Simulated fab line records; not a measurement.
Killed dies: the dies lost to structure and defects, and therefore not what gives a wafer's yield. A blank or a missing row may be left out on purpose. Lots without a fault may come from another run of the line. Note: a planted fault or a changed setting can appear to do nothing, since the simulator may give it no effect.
Struck lot and sound lot, side by side    flow gf180mcu    44 steps out of a route of 602
Sound: the wafers L174.1, L174.2, L174.5. The struck wafers were L179.2, L179.5, L179.6. The cause is given at the end.
Each step with rows lists, per side, the tool, then ch with its chambers, then its first start. Under that, the readings that differ: sound wafers    struck wafers    difference of the means    sigmas: that difference in standard deviations of wafers without a fault.
alike: same words and numbers on both sides, and readings whose means sit less than 2 such deviations apart. not compared: any withheld reading, any reading some wafer has no value for, any bound like >300 that may hide the same value, and any number with overlapping values for which the record gives no deviation.
The two part at a step that has a row with sigmas, a row that says differs or no value, or rows on one side only. Numbers that don't overlap but have no deviation are shown without sigmas and don't part them. A reading missing from all wafers of one side parts the sides only when that side holds two or more wafers.

first, 1 step without rows for these wafers: GF_MVSD_IMPLANT_09.
GF_MVSD_STRIP_10: strips in O2/N2.
  sound on plasma asher-03 ch 0,1, day 5 13:30; struck on plasma asher-03 ch 0,1, day 7 00:48
  alike: drypump motor current A, heater power w, oes product au, strip time to endpoint s
  not compared: rf hours counter h
GF_MVSD_TW_MEAS_11:
  sound on film metro-04, day 5 13:36; struck on film metro-01, day 7 00:55
  alike: MVSD_TW
then, 7 steps without rows for these wafers: GF_MVPSD_DEHYDRATE_00 (time 60 s); GF_MVPSD_HMDS_01 (prime time 60 s); GF_MVPSD_COAT_02 (resist thk 3000 nm); GF_MVPSD_SOFTBAKE_03; GF_MVPSD_EXPOSE_04 (exposes mask MVPSD, target cd 1000 nm); GF_MVPSD_PEB_05; GF_MVPSD_DEVELOP_06 (develop time 60 s).
GF_MVPSD_OVL_MEAS_07:
  sound on overlay-02, day 6 04:49; struck on overlay-02, day 7 16:54
  alike: MVPSD_OVL
after that, 1 step had no rows for these wafers: GF_MVPSD_IMPLANT_08.
GF_MVPSD_IMPLANT_09:
  sound on implanter-02 ch 0, day 6 05:00; struck on implanter-01 ch 0, day 7 17:06
reading             sound                          struck                         difference  sigmas
dose ions cm2       5.001e+12 5.003e+12 4.999e+12  6.939e+12 6.936e+12 6.939e+12  +1.937e+12  +99 or more
faraday current uA  28.4 27.8 28.5                 39.3 39.3 39.1                 +11.0       +20
GF_MVPSD_STRIP_10: strips in O2/N2.
  sound on plasma asher-04 ch 0,1, day 6 05:09; struck on plasma asher-01 ch 0,1, day 7 17:14
reading                       sound              struck             difference  sigmas
strip time to endpoint s (s)  36.75 36.83 36.69  36.95 37.03 37.04  +0.25       +3
  alike: drypump motor current A, heater power w, oes product au
  not compared: rf hours counter h
GF_MVPSD_TW_MEAS_11:
  sound on film metro-01, day 6 05:15; struck on film metro-03, day 7 17:20
  alike: MVPSD_TW
then, 7 steps without rows for these wafers: GF_VT_IMPLANT_DEHYDRATE_00 (time 60 s); GF_VT_IMPLANT_HMDS_01 (prime time 60 s); GF_VT_IMPLANT_COAT_02 (resist thk 1000 nm); GF_VT_IMPLANT_SOFTBAKE_03 (time 60 s); GF_VT_IMPLANT_EXPOSE_04 (exposes mask LVPWELL LV AREA, target cd 600 nm); GF_VT_IMPLANT_PEB_05; GF_VT_IMPLANT_DEVELOP_06 (develop time 60 s).
GF_VT_IMPLANT_OVL_MEAS_07:
  sound on overlay-02, day 6 20:43; struck on overlay-02, day 8 08:33
reading              sound         struck       difference  sigmas
VT_IMPLANT_OVL (nm)  0.3 0.5 -0.7  3.1 2.1 3.4  +2.8        +2
after that, 1 step had no rows for these wafers: GF_VT_IMPLANT_IMPLANT_08.
GF_VT_IMPLANT_STRIP_09: strips in O2/N2.
  sound on plasma asher-04 ch 0,1, day 6 20:54; struck on plasma asher-03 ch 0,1, day 8 08:44
  alike: drypump motor current A, heater power w, oes product au, strip time to endpoint s
  not compared: rf hours counter h
GF_VT_IMPLANT_TW_MEAS_10:
  sound on film metro-02, day 6 21:00; struck on film metro-02, day 8 08:50
  alike: VT_IMPLANT_TW
then, 7 steps without rows for these wafers: GF_VT_IMPLANT_DEHYDRATE_11 (time 60 s); GF_VT_IMPLANT_HMDS_12 (prime time 60 s); GF_VT_IMPLANT_COAT_13 (resist thk 1000 nm); GF_VT_IMPLANT_SOFTBAKE_14 (time 60 s); GF_VT_IMPLANT_EXPOSE_15 (exposes mask Nwell LV AREA, target cd 860 nm); GF_VT_IMPLANT_PEB_16; GF_VT_IMPLANT_DEVELOP_17 (develop time 60 s).
GF_VT_IMPLANT_OVL_MEAS_18:
  sound on overlay-01, day 7 12:58; struck on overlay-01, day 9 00:57
  alike: VT_IMPLANT_01_OVL
after that, 1 step had no rows for these wafers: GF_VT_IMPLANT_IMPLANT_19.
GF_VT_IMPLANT_STRIP_20: strips in O2/N2.
  sound on plasma asher-02 ch 0,1, day 7 13:08; struck on plasma asher-03 ch 0,1, day 9 01:08
  alike: drypump motor current A, heater power w, oes product au, strip time to endpoint s
  not compared: rf hours counter h
GF_VT_IMPLANT_TW_MEAS_21:
  sound on film metro-01, day 7 13:14; struck on film metro-04, day 9 01:14
reading          sound           struck          difference  sigmas
VT_IMPLANT_2_TW  1220 1227 1223  1190 1184 1193  -34         -3
then, 5 steps without rows for these wafers: GF_VT_IMPLANT_DEHYDRATE_22 (time 60 s); GF_VT_IMPLANT_HMDS_23 (prime time 60 s); GF_VT_IMPLANT_COAT_24 (resist thk 1000 nm); GF_VT_IMPLANT_SOFTBAKE_25 (time 60 s); GF_VT_IMPLANT_EXPOSE_26 (exposes mask LVPWELL HV AREA, target cd 860 nm).
GF_VT_IMPLANT_RS_MEAS_49: a four-point-probe measurement.
  sound on film metro-01, day 8 22:21; struck on film metro-01, day 10 12:31
reading            sound                 struck                difference  sigmas
MVPSD_RS (ohm/sq)  1169.2 1170.1 1169.2  1094.7 1093.6 1094.7  -75.2       -30
GF_PASSIVATION_PROBE_99:
  rows exist in the record for the sound wafers here (prober-01, day 30 17:38), none for the struck ones

== WHERE THEY PART ==
At GF_MVPSD_IMPLANT_09 first; at GF_PASSIVATION_PROBE_99 last (within this record only).

WHY: the cause the simulator had injected
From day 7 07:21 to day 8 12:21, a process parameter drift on implanter-01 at GF_MVPSD_IMPLANT_09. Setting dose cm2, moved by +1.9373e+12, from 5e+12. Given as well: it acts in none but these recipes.
